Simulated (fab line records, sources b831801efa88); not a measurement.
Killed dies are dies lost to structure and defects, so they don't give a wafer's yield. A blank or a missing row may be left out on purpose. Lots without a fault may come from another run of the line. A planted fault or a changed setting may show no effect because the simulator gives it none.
fab line records | flow sky130
record lots=5 wafers=15 last_day=49
route steps=708 shown POLY_GATE@227 LDD_N@237 LDD_P@255
lots that met no fault: from a run of the same line without faults
start_h: hours from the record's first day to the start of the lot's first wafer shown | wait_h: hours since the lot's step before | " the same as in the row above | L1.1+2: a row that stands for several wafers | - no value, or no start given | * or withheld: withheld | < > ~ a bound
route shown NAME@n: a module of which the file shows steps, and the number in the route of the first | usual: mean/standard deviation of fault-free wafers | same: alike in all rows | chamber/n: place in a boat | sites: the reading at each site | _std_site: their standard deviation | _edge_site: outer sites' mean less inner sites' | radius_mm: how far each site lies from the wafer's centre | mask NAME#n: copy n | behind: the tool/chamber that last shaped the wafer | hold: why the lot was held/for how many hours/how that ended | device: the transistor (n, p or np) that didn't switch | end of line: the same wafers' tests at the end of the route | a step without rows: its recipe alone | killed: dies lost to structure and defects at the first sort, not the wafer's yield | map: a wafer's dies, x killed, . not, _ none there
set.NAME: the setting as run; set.NAME@STEP: as run at that earlier step | model.NAME: the simulator's own value behind a step, which no gauge read
lots at some steps of the route; a table a step, a row a wafer
services: from which hour (start_h, from the record's first day; less than 0 if before it) a tool's chamber was out of use, for how many hours, and why
## steps
# step SKY_POLY_GATE_CD_MEAS_13
# recipe target_cd_nm=150
# usual cd_nm=149.2/1.6
# columns lot.wafer tool chamber start_h wait_h cd_nm
L075.1 cd_sem-01 - 396.40 - 148.0
L075.2 " - " " 149.8
L075.6 " - " " 148.8
L082.1 cd_sem-01 - 450.58 - 148.1
L082.3 " - " " 148.7
L082.5 " - " " 146.6
L083.2 cd_sem-02 - 455.57 - 147.1
L083.4 " - " " 148.3
L083.6 " - " " 148.5
L091.3 cd_sem-02 - 519.04 - 148.3
L091.5 " - " " 150.4
L091.6 " - " " 149.7
L093.1 cd_sem-01 - 536.95 - 149.9
L093.5 " - " " 149.5
L093.6 " - " " 150.2
# step SKY_POLY_GATE_OVL_MEAS_14
# usual POLY_GATE_OVL=-4/6
# columns lot.wafer tool chamber start_h wait_h POLY_GATE_OVL[nm]
L075.1 overlay-01 - 396.52 0.1 2
L075.2 " - " " -2
L075.6 " - " " -1
L082.1 overlay-02 - 450.70 0.1 -4
L082.3 " - " " 0
L082.5 " - " " -3
L083.2 overlay-02 - 455.68 0.1 -2
L083.4 " - " " -3
L083.6 " - " " -6
L091.3 overlay-02 - 519.13 0.1 -4
L091.5 " - " " 0
L091.6 " - " " -2
L093.1 overlay-02 - 537.07 0.1 -8
L093.5 " - " " -16
L093.6 " - " " -5
# step SKY_POLY_GATE_ETCH_15
# recipe chemistry=N2/H2 target=BARC ion_energy_ev=200 source_w=500 bias_w=100 pressure_mtorr=30 n2_flow_sccm=100 h2_flow_sccm=200 stop_on=SiO2 time_s=118.5 target_depth_a=1100
# usual drypump_motor_current_A=5.7/0.47 n2_flow_sccm=100.04/0.3 oes_product_au=0.716/0.0042 throttle_valve_pct=13.213/0.0086
# columns lot.wafer tool chamber start_h wait_h drypump_motor_current_A n2_flow_sccm oes_product_au rf_hours_counter_h throttle_valve_pct
L075.1 rie_diel-02 0 396.56 0.0 5.2 99.50 0.721 43 13.216
L075.2 " 1 " " 5.4 99.80 0.722 78 13.223
L075.6 " 3 " " 6.1 99.79 0.713 - 13.208
L082.1 rie_diel-02 1 450.73 0.0 5.4 100.03 0.713 79 13.202
L082.3 " 3 " " 6.1 99.70 0.717 2 13.213
L082.5 " 3 " " 6.1 99.97 0.716 - 13.199
L083.2 rie_diel-03 0 455.71 0.0 5.9 99.74 0.719 10 13.210
L083.4 " 3 " " 5.7 99.90 0.719 8 13.220
L083.6 " 1 " " 5.7 99.88 0.716 - 13.216
L091.3 rie_diel-01 1 519.16 0.0 6.5 99.64 0.715 2 13.214
L091.5 " 0 " " 5.4 100.54 0.711 - 13.221
L091.6 " 3 " " 6.3 100.14 0.710 - 13.211
L093.1 rie_diel-02 3 537.11 0.0 6.0 100.02 0.712 4 13.204
L093.5 " 3 " " 6.1 100.28 0.719 - 13.202
L093.6 " 2 " " 5.0 99.81 0.724 - 13.216
# step SKY_POLY_GATE_ETCH_16
# recipe stop_on=poly-Si chemistry=CH3F/O2 target=Si3N4 source_w=400 bias_w=80 pressure_mtorr=25 ch3f_flow_sccm=40 O2_flow_sccm=30 time_s=147.5 target_depth_a=750
# usual drypump_motor_current_A=5.7/0.47 oes_product_au=0.642/0.0053 throttle_valve_pct=10.537/0.0097
# columns lot.wafer tool chamber start_h wait_h drypump_motor_current_A oes_product_au rf_hours_counter_h throttle_valve_pct
L075.1 rie_diel-02 0 396.64 0.0 5.2 0.639 43 10.535
L075.2 " 1 " " 5.4 0.644 78 10.547
L075.6 " 3 " " 6.0 0.649 - 10.549
L082.1 rie_diel-02 1 450.82 0.0 5.4 0.634 79 10.528
L082.3 " 3 " " 6.0 0.646 2 10.548
L082.5 " 3 " " 6.1 0.638 - 10.532
L083.2 rie_diel-03 0 455.79 0.0 5.9 0.645 10 10.546
L083.4 " 3 " " 5.7 0.650 8 10.551
L083.6 " 1 " " 5.7 0.644 - 10.538
L091.3 rie_diel-01 1 519.24 0.0 6.5 0.643 2 10.546
L091.5 " 0 " " 5.4 0.641 - 10.532
L091.6 " 3 " " 6.3 0.653 - 10.546
L093.1 rie_diel-02 3 537.19 0.0 6.1 0.657 4 10.547
L093.5 " 3 " " 6.1 0.650 - 10.546
L093.6 " 2 " " 5.0 0.645 - 10.548
# step SKY_POLY_GATE_ETCH_17
# recipe target_depth_nm=180 stop_on=SiO2 over_etch_frac=0.56667 chemistry=HBr/Cl2 target=poly-Si icp_w=400 bias_w=100 pressure_mtorr=10 HBr_flow_sccm=150 Cl2_flow_sccm=50 time_s=70.5
# usual drypump_motor_current_A=5.5/0.44 oes_product_au=0.983/0.0077 throttle_valve_pct=33.683/0.0088
# columns lot.wafer tool chamber start_h wait_h drypump_motor_current_A oes_product_au rf_hours_counter_h throttle_valve_pct
L075.1 rie_si-02 3 396.74 0.0 5.5 0.992 1 33.678
L075.2 " 0 " " 5.5 0.994 4 33.682
L075.6 " 1 " " 6.0 0.993 - 33.685
L082.1 rie_si-01 0 450.92 0.0 4.8 0.988 5 33.679
L082.3 " 2 " " 4.9 0.980 27 33.677
L082.5 " 0 " " 4.8 0.975 - 33.688
L083.2 rie_si-01 3 455.89 0.0 5.4 0.985 52 33.681
L083.4 " 0 " " 4.9 0.971 5 33.685
L083.6 " 1 " " 6.0 0.986 - 33.695
L091.3 rie_si-02 0 519.34 0.0 5.4 0.992 5 33.675
L091.5 " 3 " " 5.5 1.007 - 33.686
L091.6 " 0 " " 5.4 0.991 - 33.669
L093.1 rie_si-02 3 537.29 0.0 5.5 0.976 2 33.688
L093.5 " 2 " " 6.0 0.975 - 33.668
L093.6 " 1 " " 6.0 0.977 - 33.697
# step SKY_POLY_GATE_STRIP_18
# recipe chemistry=O2/N2 power_w=1400 pressure_mtorr=1500 platen_temp_c=withheld o2_flow_sccm=3000 n2_flow_sccm=300 overash_fraction=0.5
# usual drypump_motor_current_A=5.8/0.39 n2_flow_sccm=299.9/1 oes_product_au=0.361/0.005 strip_time_to_endpoint_s=3.17/0.033
# columns lot.wafer tool chamber start_h wait_h drypump_motor_current_A n2_flow_sccm oes_product_au rf_hours_counter_h strip_time_to_endpoint_s
L075.1 plasma_asher-02 1 396.79 0.0 5.2 301.4 0.363 72 3.16
L075.2 " 0 " " 6.4 300.2 0.370 72 3.20
L075.6 " 0 " " 6.4 297.8 0.349 - 3.11
L082.1 plasma_asher-02 1 450.97 0.0 5.2 300.2 0.361 2 3.17
L082.3 " 0 " " 6.4 300.8 0.362 - 3.12
L082.5 " 1 " " 5.2 301.8 0.355 - 3.13
L083.2 plasma_asher-02 1 455.94 0.0 5.2 297.0 0.367 3 3.22
L083.4 " 0 " " 6.4 300.0 0.369 - 3.19
L083.6 " 0 " " 6.4 298.0 0.370 - 3.17
L091.3 plasma_asher-03 1 519.43 0.1 5.7 299.5 0.365 - 3.12
L091.5 " 1 " " 5.7 301.2 0.357 - 3.15
L091.6 " 0 " " 5.9 299.8 0.357 - 3.17
L093.1 plasma_asher-03 1 537.40 0.1 5.7 300.4 0.364 71 3.12
L093.5 " 1 " " 5.7 300.5 0.354 - 3.13
L093.6 " 0 " " 5.9 299.7 0.364 - 3.19
# step SKY_POLY_GATE_CLEAN_19
# recipe chemistry=SC1/SC2 mix=1:4:20 temp_c=70 time_s=150 dry=n2_spin
# columns lot.wafer tool chamber start_h wait_h
L075.1+2+6 wet_bench-03 1 396.89 0.1
L082.1+3+5 wet_bench-03 1 451.07 0.1
L083.2+4+6 wet_bench-03 0 456.04 0.1
L091.3+5+6 wet_bench-02 1 519.49 0.0
L093.1+5+6 wet_bench-04 1 537.50 0.1
# step SKY_POLY_GATE_OXIDATION_20
# recipe temp_c=850 ambient=O2 stabilise_s=600 purge_s=300 target_thk_a=40 ox_time_s=899
# usual zone_power_centre_pct=17.8/0.78
# columns lot.wafer tool chamber start_h wait_h zone_power_centre_pct
L075.1 furnace-02 0 398.82 1.9 18.3
L075.2 " 0 " " 18.3
L075.6 " 0 " " 18.0
L082.1 furnace-02 0 452.36 1.2 18.1
L082.3 " 0 " " 18.2
L082.5 " 0 " " 18.4
L083.2 furnace-02 0 456.32 0.2 18.3
L083.4 " 0 " " 18.0
L083.6 " 0 " " 18.1
L091.3 furnace-01 0 519.54 0.0 17.0
L091.5 " 0 " " 16.6
L091.6 " 0 " " 16.7
L093.1 furnace-02 0 538.66 1.1 18.3
L093.5 " 0 " " 18.2
L093.6 " 0 " " 18.2
# step SKY_POLY_GATE_THK_MEAS_21
# recipe reads=SiO2_of_POLY_GATE_OXIDATION_20
# usual POLY_GATE_OXIDATION_THK=3.99/0.072
# columns lot.wafer tool chamber start_h wait_h POLY_GATE_OXIDATION_THK[nm]
L075.1 film_metro-01 - 400.07 0.0 4.01
L075.2 " - " " 3.99
L075.6 " - " " 3.99
L082.1 film_metro-02 - 453.61 0.0 4.06
L082.3 " - " " 3.97
L082.5 " - " " 4.08
L083.2 film_metro-02 - 457.58 0.0 4.04
L083.4 " - " " 4.09
L083.6 " - " " 4.13
L091.3 film_metro-02 - 520.81 0.0 3.92
L091.5 " - " " 4.00
L091.6 " - " " 3.93
L093.1 film_metro-01 - 539.91 0.0 4.03
L093.5 " - " " 3.97
L093.6 " - " " 3.94
# step SKY_POLY_GATE_CD_MEAS_22
# usual cd_nm=149.1/1.9
# columns lot.wafer tool chamber start_h wait_h cd_nm
L075.1 cd_sem-01 - 400.13 0.1 149.0
L075.2 " - " " 148.3
L075.6 " - " " 150.8
L082.1 cd_sem-01 - 453.67 0.1 147.2
L082.3 " - " " 150.2
L082.5 " - " " 148.1
L083.2 cd_sem-02 - 457.66 0.1 146.7
L083.4 " - " " 147.9
L083.6 " - " " 147.3
L091.3 cd_sem-01 - 520.91 0.1 149.0
L091.5 " - " " 153.0
L091.6 " - " " 148.7
L093.1 cd_sem-01 - 539.97 0.1 152.1
L093.5 " - " " 150.4
L093.6 " - " " 151.0
# step SKY_LDD_N_DEHYDRATE_00
# recipe temp_c=200 time_s=60
# usual chill_plate_temp_C=23.00/0.089
# columns lot.wafer tool chamber start_h wait_h chill_plate_temp_C
L075.1 litho_track-03 0 413.90 13.7 22.97
L075.2 " 0 " " 23.16
L075.6 " 0 " " 23.11
L082.1 litho_track-03 0 468.49 14.8 22.99
L082.3 " 0 " " 22.91
L082.5 " 0 " " 22.99
L083.2 litho_track-02 0 472.30 14.6 22.90
L083.4 " 0 " " 22.92
L083.6 " 0 " " 22.98
L091.3 litho_track-03 0 535.19 14.3 22.83
L091.5 " 0 " " 23.01
L091.6 " 0 " " 22.88
L093.1 litho_track-02 0 554.53 14.5 22.94
L093.5 " 0 " " 22.91
L093.6 " 0 " " 23.06
# step SKY_LDD_N_HMDS_01
# recipe prime_time_s=60 prime_temp_c=120
# usual chill_plate_temp_C=22.99/0.1
# columns lot.wafer tool chamber start_h wait_h chill_plate_temp_C
L075.1 litho_track-03 0 414.05 0.1 23.11
L075.2 " 0 " " 22.95
L075.6 " 0 " " 22.84
L082.1 litho_track-03 0 468.64 0.1 22.94
L082.3 " 0 " " 23.33
L082.5 " 0 " " 23.13
L083.2 litho_track-02 0 472.45 0.1 22.91
L083.4 " 0 " " 22.95
L083.6 " 0 " " 23.12
L091.3 litho_track-03 0 535.34 0.1 23.02
L091.5 " 0 " " 23.04
L091.6 " 0 " " 23.08
L093.1 litho_track-02 0 554.68 0.1 22.98
L093.5 " 0 " " 22.84
L093.6 " 0 " " 23.03
# step SKY_LDD_N_COAT_02
# recipe resist=NOVOLAK spin_rpm=3000 resist_thk_nm=300
# usual chill_plate_temp_C=22.97/0.095
# columns lot.wafer tool chamber start_h wait_h chill_plate_temp_C
L075.1 litho_track-03 0 414.20 0.1 22.75
L075.2 " 0 " " 22.80
L075.6 " 0 " " 22.90
L082.1 litho_track-03 0 468.79 0.1 23.03
L082.3 " 0 " " 22.86
L082.5 " 0 " " 22.81
L083.2 litho_track-02 0 472.60 0.1 22.93
L083.4 " 0 " " 22.87
L083.6 " 0 " " 22.88
L091.3 litho_track-03 0 535.49 0.1 22.93
L091.5 " 0 " " 22.87
L091.6 " 0 " " 22.77
L093.1 litho_track-02 0 554.83 0.1 22.97
L093.5 " 0 " " 23.03
L093.6 " 0 " " 22.92
# step SKY_LDD_N_SOFTBAKE_03
# recipe temp_c=90 time_s=60 resist=NOVOLAK
# usual chill_plate_temp_C=23.01/0.12
# columns lot.wafer tool chamber start_h wait_h chill_plate_temp_C
L075.1 litho_track-03 0 414.35 0.1 22.99
L075.2 " 0 " " 22.99
L075.6 " 0 " " 23.04
L082.1 litho_track-03 0 468.94 0.1 23.03
L082.3 " 0 " " 23.05
L082.5 " 0 " " 23.15
L083.2 litho_track-02 0 472.75 0.1 22.84
L083.4 " 0 " " 22.89
L083.6 " 0 " " 23.10
L091.3 litho_track-03 0 535.64 0.1 22.81
L091.5 " 0 " " 22.88
L091.6 " 0 " " 22.87
L093.1 litho_track-02 0 554.98 0.1 23.08
L093.5 " 0 " " 23.15
L093.6 " 0 " " 23.16
# step SKY_LDD_N_EXPOSE_04
# recipe mask_id=NTM target_cd_nm=840 na=0.6 source_shape=conventional sigma_outer=0.6 dose_mj=110
# columns lot.wafer tool chamber start_h wait_h mask
L075.1+2+6 iline_stepper-01 0 - - NTM#0
L082.1+3+5 iline_stepper-02 0 - - NTM#0
L083.2+4+6 iline_stepper-01 0 - - NTM#0
L091.3+5+6 iline_stepper-01 0 - - NTM#0
L093.1+5+6 iline_stepper-01 0 - - NTM#0
# step SKY_LDD_N_PEB_05
# recipe temp_c=withheld time_s=* resist=NOVOLAK
# usual chill_plate_temp_C=*
# columns lot.wafer tool chamber start_h wait_h chill_plate_temp_C
L075.1 litho_track-02 0 - - *
L075.2 " 0 " " *
L075.6 " 0 " " *
L082.1 litho_track-03 0 - - *
L082.3 " 0 " " *
L082.5 " 0 " " *
L083.2 litho_track-02 0 - - *
L083.4 " 0 " " *
L083.6 " 0 " " *
L091.3 litho_track-02 0 - - *
L091.5 " 0 " " *
L091.6 " 0 " " *
L093.1 litho_track-04 0 - - *
L093.5 " 0 " " *
L093.6 " 0 " " *
# step SKY_LDD_N_DEVELOP_06
# recipe develop_time_s=60 dev_temp_c=23
# usual chill_plate_temp_C=23.00/0.1
# columns lot.wafer tool chamber start_h wait_h chill_plate_temp_C
L075.1 litho_track-02 0 429.33 0.1 23.14
L075.2 " 0 " " 23.28
L075.6 " 0 " " 23.05
L082.1 litho_track-03 0 484.34 0.1 22.96
L082.3 " 0 " " 23.08
L082.5 " 0 " " 23.07
L083.2 litho_track-02 0 487.90 0.1 22.95
L083.4 " 0 " " 23.18
L083.6 " 0 " " 23.01
L091.3 litho_track-02 0 550.48 0.1 23.04
L091.5 " 0 " " 23.04
L091.6 " 0 " " 22.92
L093.1 litho_track-04 0 569.66 0.1 23.00
L093.5 " 0 " " 22.99
L093.6 " 0 " " 22.95
# step SKY_LDD_N_OVL_MEAS_07
# usual LDD_N_OVL=0.6/1.2
# columns lot.wafer tool chamber start_h wait_h LDD_N_OVL[nm]
L075.1 overlay-01 - 429.48 0.1 -0.1
L075.2 " - " " -1.6
L075.6 " - " " -0.4
L082.1 overlay-02 - 484.49 0.1 1.4
L082.3 " - " " 0.1
L082.5 " - " " 0.9
L083.2 overlay-02 - 488.03 0.1 2.0
L083.4 " - " " 0.9
L083.6 " - " " 3.5
L091.3 overlay-02 - 550.59 0.1 2.2
L091.5 " - " " 1.1
L091.6 " - " " 0.6
L093.1 overlay-01 - 569.81 0.1 2.7
L093.5 " - " " -0.3
L093.6 " - " " 2.5
# step SKY_LDD_N_IMPLANT_08
# recipe species=As energy_kev=20 dose_cm2=7.5e+13 tilt_deg=withheld rotation_deg=23
# columns lot.wafer tool chamber start_h wait_h
L075.1+2+6 implanter-02 0 429.51 0.0
L082.1+3+5 implanter-04 0 484.53 0.0
L083.2+4+6 implanter-02 0 488.09 0.0
L091.3+5+6 implanter-03 0 550.66 0.1
L093.1+5+6 implanter-02 0 569.85 0.0
# step SKY_LDD_N_IMPLANT_09
# recipe species=As energy_kev=20 dose_cm2=7.5e+13 tilt_deg=withheld rotation_deg=113
# columns lot.wafer tool chamber start_h wait_h
L075.1+2+6 implanter-02 0 429.66 0.1
L082.1+3+5 implanter-04 0 484.68 0.1
L083.2+4+6 implanter-02 0 488.24 0.1
L091.3+5+6 implanter-03 0 550.81 0.1
L093.1+5+6 implanter-02 0 570.00 0.1
# step SKY_LDD_N_IMPLANT_10
# recipe species=As energy_kev=20 dose_cm2=7.5e+13 tilt_deg=withheld rotation_deg=203
# columns lot.wafer tool chamber start_h wait_h
L075.1+2+6 implanter-02 0 429.81 0.1
L082.1+3+5 implanter-04 0 484.83 0.1
L083.2+4+6 implanter-02 0 488.39 0.1
L091.3+5+6 implanter-03 0 550.96 0.1
L093.1+5+6 implanter-02 0 570.15 0.1
# step SKY_LDD_N_IMPLANT_11
# recipe species=As energy_kev=20 dose_cm2=7.5e+13 tilt_deg=withheld rotation_deg=293
# columns lot.wafer tool chamber start_h wait_h
L075.1+2+6 implanter-02 0 429.96 0.1
L082.1+3+5 implanter-04 0 484.98 0.1
L083.2+4+6 implanter-02 0 488.54 0.1
L091.3+5+6 implanter-03 0 551.11 0.1
L093.1+5+6 implanter-02 0 570.30 0.1
# step SKY_LDD_N_IMPLANT_12
# recipe species=BF2 energy_kev=50 dose_cm2=5e+12 tilt_deg=30 rotation_deg=0
# columns lot.wafer tool chamber start_h wait_h
L075.1+2+6 implanter-02 0 430.11 0.1
L082.1+3+5 implanter-04 0 485.13 0.1
L083.2+4+6 implanter-02 0 488.69 0.1
L091.3+5+6 implanter-03 0 551.26 0.1
L093.1+5+6 implanter-02 0 570.45 0.1
# step SKY_LDD_N_IMPLANT_13
# recipe species=BF2 energy_kev=50 dose_cm2=5e+12 tilt_deg=30 rotation_deg=90
# columns lot.wafer tool chamber start_h wait_h
L075.1+2+6 implanter-02 0 430.26 0.1
L082.1+3+5 implanter-04 0 485.28 0.1
L083.2+4+6 implanter-02 0 488.84 0.1
L091.3+5+6 implanter-03 0 551.41 0.1
L093.1+5+6 implanter-02 0 570.60 0.1
# step SKY_LDD_N_IMPLANT_14
# recipe species=BF2 energy_kev=50 dose_cm2=5e+12 tilt_deg=30 rotation_deg=180
# columns lot.wafer tool chamber start_h wait_h
L075.1+2+6 implanter-02 0 430.41 0.1
L082.1+3+5 implanter-04 0 485.43 0.1
L083.2+4+6 implanter-02 0 488.99 0.1
L091.3+5+6 implanter-03 0 551.56 0.1
L093.1+5+6 implanter-02 0 570.75 0.1
# step SKY_LDD_N_IMPLANT_15
# recipe species=BF2 energy_kev=50 dose_cm2=5e+12 tilt_deg=30 rotation_deg=270
# columns lot.wafer tool chamber start_h wait_h
L075.1+2+6 implanter-02 0 430.56 0.1
L082.1+3+5 implanter-04 0 485.58 0.1
L083.2+4+6 implanter-02 0 489.14 0.1
L091.3+5+6 implanter-03 0 551.71 0.1
L093.1+5+6 implanter-02 0 570.90 0.1
# step SKY_LDD_N_STRIP_16
# recipe chemistry=O2/N2 power_w=1400 pressure_mtorr=1500 platen_temp_c=withheld o2_flow_sccm=3000 n2_flow_sccm=300 overash_fraction=0.5
# usual drypump_motor_current_A=5.7/0.4 n2_flow_sccm=299.9/0.98 oes_product_au=0.407/0.0044 strip_time_to_endpoint_s=4.317/0.015
# columns lot.wafer tool chamber start_h wait_h drypump_motor_current_A n2_flow_sccm oes_product_au rf_hours_counter_h strip_time_to_endpoint_s
L075.1 plasma_asher-01 1 430.71 0.1 5.7 300.4 0.412 30 4.317
L075.2 " 0 " " 5.8 299.3 0.406 30 4.305
L075.6 " 1 " " 5.7 300.3 0.404 - 4.317
L082.1 plasma_asher-04 0 485.73 0.1 5.3 299.1 0.410 77 4.353
L082.3 " 0 " " 5.3 298.4 0.401 - 4.329
L082.5 " 1 " " 5.7 299.6 0.403 - 4.306
L083.2 plasma_asher-04 1 489.26 0.1 5.6 300.6 0.402 77 4.321
L083.4 " 1 " " 5.6 300.0 0.404 - 4.316
L083.6 " 0 " " 5.3 300.2 0.405 - 4.321
L091.3 plasma_asher-02 0 551.85 0.1 6.4 300.7 0.407 - 4.341
L091.5 " 0 " " 6.3 300.7 0.406 - 4.331
L091.6 " 1 " " 5.2 298.7 0.406 - 4.329
L093.1 plasma_asher-02 1 571.05 0.1 5.2 299.3 0.406 15 4.324
L093.5 " 0 " " 6.4 299.5 0.413 - 4.346
L093.6 " 1 " " 5.2 299.9 0.395 - 4.340
# step SKY_LDD_N_TW_MEAS_17
# usual LDD_N_TW=2579/23
# columns lot.wafer tool chamber start_h wait_h LDD_N_TW
L075.1 film_metro-02 - 430.81 0.1 2551
L075.2 " - " " 2555
L075.6 " - " " 2576
L082.1 film_metro-02 - 485.83 0.1 2562
L082.3 " - " " 2581
L082.5 " - " " 2571
L083.2 film_metro-02 - 489.37 0.1 2556
L083.4 " - " " 2555
L083.6 " - " " 2565
L091.3 film_metro-02 - 551.93 0.1 2542
L091.5 " - " " 2544
L091.6 " - " " 2538
L093.1 film_metro-03 - 571.15 0.1 2606
L093.5 " - " " 2593
L093.6 " - " " 2603
# step SKY_LDD_P_DEHYDRATE_00
# recipe temp_c=200 time_s=60
# usual chill_plate_temp_C=22.98/0.1
# columns lot.wafer tool chamber start_h wait_h chill_plate_temp_C
L075.1 litho_track-04 0 445.21 14.4 23.12
L075.2 " 0 " " 23.16
L075.6 " 0 " " 22.96
L082.1 litho_track-04 0 500.76 14.9 22.90
L082.3 " 0 " " 22.94
L082.5 " 0 " " 22.86
L083.2 litho_track-03 0 504.07 14.7 22.82
L083.4 " 0 " " 22.95
L083.6 " 0 " " 22.92
L091.3 litho_track-01 0 566.60 14.7 22.79
L091.5 " 0 " " 22.94
L091.6 " 0 " " 23.02
L093.1 litho_track-04 0 585.06 13.9 22.92
L093.5 " 0 " " 23.02
L093.6 " 0 " " 23.01
# step SKY_LDD_P_HMDS_01
# recipe prime_time_s=60 prime_temp_c=120
# usual chill_plate_temp_C=23.02/0.11
# columns lot.wafer tool chamber start_h wait_h chill_plate_temp_C
L075.1 litho_track-04 0 445.36 0.1 22.98
L075.2 " 0 " " 22.95
L075.6 " 0 " " 22.99
L082.1 litho_track-04 0 500.91 0.1 23.04
L082.3 " 0 " " 23.10
L082.5 " 0 " " 23.11
L083.2 litho_track-03 0 504.22 0.1 22.94
L083.4 " 0 " " 22.99
L083.6 " 0 " " 23.08
L091.3 litho_track-01 0 566.75 0.1 23.19
L091.5 " 0 " " 22.97
L091.6 " 0 " " 22.98
L093.1 litho_track-04 0 585.21 0.1 23.26
L093.5 " 0 " " 23.15
L093.6 " 0 " " 22.90
# step SKY_LDD_P_COAT_02
# recipe resist=NOVOLAK spin_rpm=3000 resist_thk_nm=1140
# usual chill_plate_temp_C=23.00/0.1
# columns lot.wafer tool chamber start_h wait_h chill_plate_temp_C
L075.1 litho_track-04 0 445.51 0.1 22.86
L075.2 " 0 " " 22.91
L075.6 " 0 " " 22.93
L082.1 litho_track-04 0 501.06 0.1 22.97
L082.3 " 0 " " 23.09
L082.5 " 0 " " 23.05
L083.2 litho_track-03 0 504.37 0.1 22.95
L083.4 " 0 " " 22.92
L083.6 " 0 " " 22.96
L091.3 litho_track-01 0 566.90 0.1 22.89
L091.5 " 0 " " 22.98
L091.6 " 0 " " 22.90
L093.1 litho_track-04 0 585.36 0.1 23.13
L093.5 " 0 " " 23.16
L093.6 " 0 " " 23.11
# step SKY_LDD_P_SOFTBAKE_03
# recipe temp_c=90 time_s=60 resist=NOVOLAK
# usual chill_plate_temp_C=23.01/0.1
# columns lot.wafer tool chamber start_h wait_h chill_plate_temp_C
L075.1 litho_track-04 0 445.66 0.1 23.09
L075.2 " 0 " " 23.09
L075.6 " 0 " " 22.85
L082.1 litho_track-04 0 501.21 0.1 22.98
L082.3 " 0 " " 23.16
L082.5 " 0 " " 22.97
L083.2 litho_track-03 0 504.52 0.1 22.91
L083.4 " 0 " " 22.81
L083.6 " 0 " " 22.97
L091.3 litho_track-01 0 567.05 0.1 23.09
L091.5 " 0 " " 22.98
L091.6 " 0 " " 23.18
L093.1 litho_track-04 0 585.51 0.1 23.07
L093.5 " 0 " " 23.03
L093.6 " 0 " " 22.81
# step SKY_LDD_P_EXPOSE_04
# recipe mask_id=PSDM na=0.6 source_shape=conventional sigma_outer=0.6 polarization=unpolarized target_cd_nm=380 dose_mj=138
# columns lot.wafer tool chamber start_h wait_h mask
L075.1+2+6 iline_stepper-01 0 - - PSDM#0
L082.1+3+5 iline_stepper-02 0 - - PSDM#0
L083.2+4+6 iline_stepper-01 0 - - PSDM#0
L091.3+5+6 iline_stepper-01 0 - - PSDM#0
L093.1+5+6 iline_stepper-02 0 - - PSDM#0
# step SKY_LDD_P_PEB_05
# recipe temp_c=withheld time_s=* resist=NOVOLAK
# usual chill_plate_temp_C=*
# columns lot.wafer tool chamber start_h wait_h chill_plate_temp_C
L075.1 litho_track-04 0 - - *
L075.2 " 0 " " *
L075.6 " 0 " " *
L082.1 litho_track-04 0 - - *
L082.3 " 0 " " *
L082.5 " 0 " " *
L083.2 litho_track-03 0 - - *
L083.4 " 0 " " *
L083.6 " 0 " " *
L091.3 litho_track-03 0 - - *
L091.5 " 0 " " *
L091.6 " 0 " " *
L093.1 litho_track-03 0 - - *
L093.5 " 0 " " *
L093.6 " 0 " " *
# step SKY_LDD_P_DEVELOP_06
# recipe resist=NOVOLAK developer=TMAH develop_time_s=60 dev_temp_c=23
# usual chill_plate_temp_C=22.97/0.094
# columns lot.wafer tool chamber start_h wait_h chill_plate_temp_C
L075.1 litho_track-04 0 461.61 0.1 22.94
L075.2 " 0 " " 23.03
L075.6 " 0 " " 23.15
L082.1 litho_track-04 0 516.51 0.1 22.96
L082.3 " 0 " " 23.02
L082.5 " 0 " " 23.01
L083.2 litho_track-03 0 519.32 0.1 22.90
L083.4 " 0 " " 22.94
L083.6 " 0 " " 22.98
L091.3 litho_track-03 0 582.04 0.1 22.92
L091.5 " 0 " " 22.88
L091.6 " 0 " " 22.93
L093.1 litho_track-03 0 600.34 0.1 23.14
L093.5 " 0 " " 23.15
L093.6 " 0 " " 23.21
# step SKY_LDD_P_CD_MEAS_07
# recipe target_cd_nm=380
# usual cd_nm=379.7/2.9
# columns lot.wafer tool chamber start_h wait_h cd_nm
L075.1 cd_sem-01 - 461.76 0.1 382.9
L075.2 " - " " 382.9
L075.6 " - " " 383.4
L082.1 cd_sem-02 - 516.66 0.1 376.3
L082.3 " - " " 376.4
L082.5 " - " " 377.9
L083.2 cd_sem-02 - 519.46 0.1 378.0
L083.4 " - " " 380.7
L083.6 " - " " 378.8
L091.3 cd_sem-01 - 582.18 0.1 387.6
L091.5 " - " " 387.4
L091.6 " - " " 384.8
L093.1 cd_sem-02 - 600.49 0.1 381.1
L093.5 " - " " 377.1
L093.6 " - " " 379.2
# step SKY_LDD_P_OVL_MEAS_08
# usual LDD_P_OVL=0.2/1.4
# columns lot.wafer tool chamber start_h wait_h LDD_P_OVL[nm]
L075.1 overlay-01 - 461.88 0.1 -0.5
L075.2 " - " " -1.5
L075.6 " - " " -0.5
L082.1 overlay-02 - 516.78 0.1 -2.4
L082.3 " - " " -1.6
L082.5 " - " " -0.1
L083.2 overlay-01 - 519.57 0.1 -1.2
L083.4 " - " " 0.1
L083.6 " - " " -0.6
L091.3 overlay-01 - 582.28 0.1 1.4
L091.5 " - " " 0.9
L091.6 " - " " 0.7
L093.1 overlay-02 - 600.61 0.1 1.0
L093.5 " - " " 2.7
L093.6 " - " " 1.2
# step SKY_LDD_P_IMPLANT_09
# recipe species=BF2 energy_kev=25 dose_cm2=1e+13 tilt_deg=withheld
# columns lot.wafer tool chamber start_h wait_h
L075.1+2+6 implanter-03 0 461.92 0.0
L082.1+3+5 implanter-02 0 516.82 0.0
L083.2+4+6 implanter-03 0 519.63 0.0
L091.3+5+6 implanter-02 0 582.35 0.1
L093.1+5+6 implanter-01 0 600.65 0.0
## services
# columns tool chamber start_h hours kind
rie_diel-02 1 375.08 4.1 repair
rie_si-02 2 383.55 22.9 repair
implanter-02 - 385.83 4.6 pm
implanter-02 - 393.01 5.8 repair
plasma_asher-02 - 421.29 9.0 pm
rie_diel-02 3 432.99 1.4 repair
plasma_asher-04 - 440.75 2.3 repair
rie_diel-02 1 451.05 4.2 repair
implanter-02 - 455.16 2.1 repair
iline_stepper-01 - 475.76 2.1 pm
implanter-02 - 478.83 2.4 repair
furnace-02 - 480.29 3.2 pm
iline_stepper-02 - 483.66 4.4 pm
iline_stepper-02 - 492.12 1.7 pm
implanter-04 - 500.14 1.8 repair
rie_diel-02 0 519.13 2.7 repair
iline_stepper-01 - 531.12 1.7 pm
plasma_asher-02 - 537.13 1.7 repair
furnace-02 - 540.40 4.6 pm
implanter-03 - 548.07 1.5 repair
implanter-04 - 549.53 1.7 repair
iline_stepper-02 - 566.87 9.9 repair
implanter-04 - 569.86 4.4 pm
rie_diel-02 3 571.26 8.3 repair
## key
fault none
